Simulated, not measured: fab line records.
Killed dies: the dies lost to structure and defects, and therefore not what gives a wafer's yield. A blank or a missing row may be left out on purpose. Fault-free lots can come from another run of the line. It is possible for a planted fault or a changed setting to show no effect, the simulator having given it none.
Struck lot and sound lot, side by side | flow sky130 | 30 steps out of a route of 708
Sound: wafers L881.2, L881.4, L881.5. Wafers L886.2, L886.4, L886.5 were the ones struck. The cause comes at the end.
Order at every step that has rows: each side's tool, ch and its chambers, its first start. Under that, the readings that differ: sound wafers | struck wafers | difference of the means | sigmas: that difference in standard deviations of wafers without a fault.
alike: words and numbers the same on both sides, and readings whose means are apart by under 2 such deviations; not compared: readings that were withheld, readings missing a value for some wafer, numbers with overlapping values and no deviation given by the record, and bounds like >300 which may hide the same value.
The two part at a step that has a row with sigmas, a row that says differs or no value, or rows on one side only. When numbers do not overlap yet have no deviation, they are printed without sigmas and do not part them. A reading that every wafer of one side lacks parts them only if that side has two wafers or more.

SKY_PWDE_STRIP_09: strips in O2/N2.
  sound on plasma asher-03 ch 0,1, day 6 13:46; struck on plasma asher-01 ch 0,1, day 7 08:46
  alike: drypump motor current A, oes product au, strip time to endpoint s
  not compared: rf hours counter h
SKY_PWDE_TW_MEAS_10:
  sound on film metro-02 at day 6 13:52; struck on film metro-03 at day 7 08:52
  alike: PWDE_TW
then, 7 steps without rows for these wafers: SKY_NWELL_DEHYDRATE_03 (time 60 s); SKY_NWELL_HMDS_04 (prime time 60 s); SKY_NWELL_COAT_05 (resist thk 3000 nm); SKY_NWELL_SOFTBAKE_06; SKY_NWELL_EXPOSE_07 (exposes mask NWM, target cd 840 nm); SKY_NWELL_PEB_08; SKY_NWELL_DEVELOP_09 (develop time 60 s).
SKY_NWELL_OVL_MEAS_10:
  sound on overlay-02 at day 7 09:24; struck on overlay-01 at day 8 04:43
  alike: NWELL_00_OVL
then, 2 steps without rows for these wafers: SKY_NWELL_IMPLANT_11; SKY_NWELL_IMPLANT_12.
SKY_NWELL_IMPLANT_13:
  sound on implanter-03 ch 0, day 7 09:45; struck on implanter-02 ch 0, day 8 05:04
  reading            | sound                     | struck                     | difference | sigmas
  dose ions cm2      | 7.004e+11 7.007e+11 7e+11 | 7.13e+10 7.15e+10 7.16e+10 | -6.29e+11  | -99 or more
  faraday current uA | 4.02 4.00 4.09            | 0.41 0.40 0.40             | -3.63      | -47
  alike: end station pressure torr
SKY_NWELL_STRIP_14: strips in O2/N2.
  sound on plasma asher-02 ch 0,1, day 7 09:53; struck on plasma asher-01 ch 1, day 8 05:11
  alike: drypump motor current A, oes product au, strip time to endpoint s
  not compared: rf hours counter h
SKY_NWELL_TW_MEAS_15:
  sound on film metro-01 at day 7 09:59; struck on film metro-03 at day 8 05:18
  alike: NWELL_TW
then, 7 steps without rows for these wafers: SKY_NWELL_DEHYDRATE_16 (time 60 s); SKY_NWELL_HMDS_17 (prime time 60 s); SKY_NWELL_COAT_18 (resist thk 3000 nm); SKY_NWELL_SOFTBAKE_19; SKY_NWELL_EXPOSE_20 (exposes mask NWM COMPLEMENT, target cd 840 nm); SKY_NWELL_PEB_21; SKY_NWELL_DEVELOP_22 (develop time 60 s).
SKY_NWELL_OVL_MEAS_23:
  sound on overlay-02 at day 8 06:32; struck on overlay-01 at day 9 02:17
  alike: NWELL_01_OVL
next, for these wafers, 1 step has no rows: SKY_NWELL_IMPLANT_24.
SKY_NWELL_STRIP_25: strips in O2/N2.
  sound on plasma asher-02 ch 0, day 8 06:43; struck on plasma asher-01 ch 0,1, day 9 02:28
  alike: drypump motor current A, oes product au, strip time to endpoint s
  not compared: rf hours counter h
SKY_NWELL_TW_MEAS_26:
  sound on film metro-01 at day 8 06:49; struck on film metro-01 at day 9 02:34
  alike: NWELL_2_TW
then, 1 step without rows for these wafers: SKY_NWELL_CLEAN_27 (cleans in SC1/SC2, time 150 s).
SKY_NWELL_RTA_28: time 30 s.
  sound on rtp anneal-01 ch 0, day 8 06:58; struck on rtp anneal-01 ch 0, day 9 02:41
  alike: lamp power pct, wafer_temp_C_max
SKY_NWELL_RS_MEAS_29: uses a four-point probe to measure.
  sound on film metro-01 at day 8 07:08; struck on film metro-03 at day 9 02:47
  reading           | sound             | struck            | difference | sigmas
  NWELL_RS (ohm/sq) | 626.2 625.5 625.3 | 651.8 649.1 649.6 | +24.5      | +16
-- the record jumps here: 41 days lie between the struck wafers' starts before and after (it left off in module NWELL and takes up again in module PAD_OPEN, whose first step shown is number 708 of the route) --
SKY_PAD_OPEN_PROBE_99:
  sound on prober-01 at day 49 04:44; struck on prober-02 at day 49 18:01
  reading                                | sound                        | struck                        | difference | sigmas
  killed at contacts                     | 28 37 27                     | 15 18 23                      | -12        | -2
  model.etest.nfet_16v.r on ohm um       | 1.39e+04 1.394e+04 1.375e+04 | 1.539e+04 1.543e+04 1.537e+04 | +1.533e+03 |
  model.etest.pfet g5v0d10v5.r on ohm um | 4713 4723 4691               | 4350 4354 4352                | -357       |
  model.etest.tip p.rs ohm sq            | 6981 6899 6949               | 6637 6536 6632                | -341       |
  model.etest.tip_p_5v.rs ohm sq         | 2852 2869 2824               | 2748 2759 2760                | -93        |
  model.etest.pfet_01v8.r on ohm um      | 2944 2952 2937               | 2752 2707 2744                | -210       |
  model.etest.pfet g5v0d10v5.drive ua um | 343.2 347.6 349.7            | 373.3 373.1 375.5             | +27.1      |
  model.etest.pfet_01v8_lvt.drive ua um  | 172.6 172.9 171.1            | 195.9 199 199.7               | +26.0      |
  model.etest.pfet_16v.drive ua um       | 251.7 246 256.3              | 257.2 260.6 264.5             | +9.4       |
  alike: killed_at_M0_to_M3, killed_at_M4_up, killed at front end, killed at other, killed dies, killed open, killed short

== WHERE THEY PART ==
First at SKY_NWELL_IMPLANT_13; last, within this record, at SKY_PAD_OPEN_PROBE_99.

WHY: the cause the simulator had injected
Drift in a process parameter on implanter-02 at SKY_NWELL_IMPLANT_13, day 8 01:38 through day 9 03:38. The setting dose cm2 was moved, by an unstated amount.
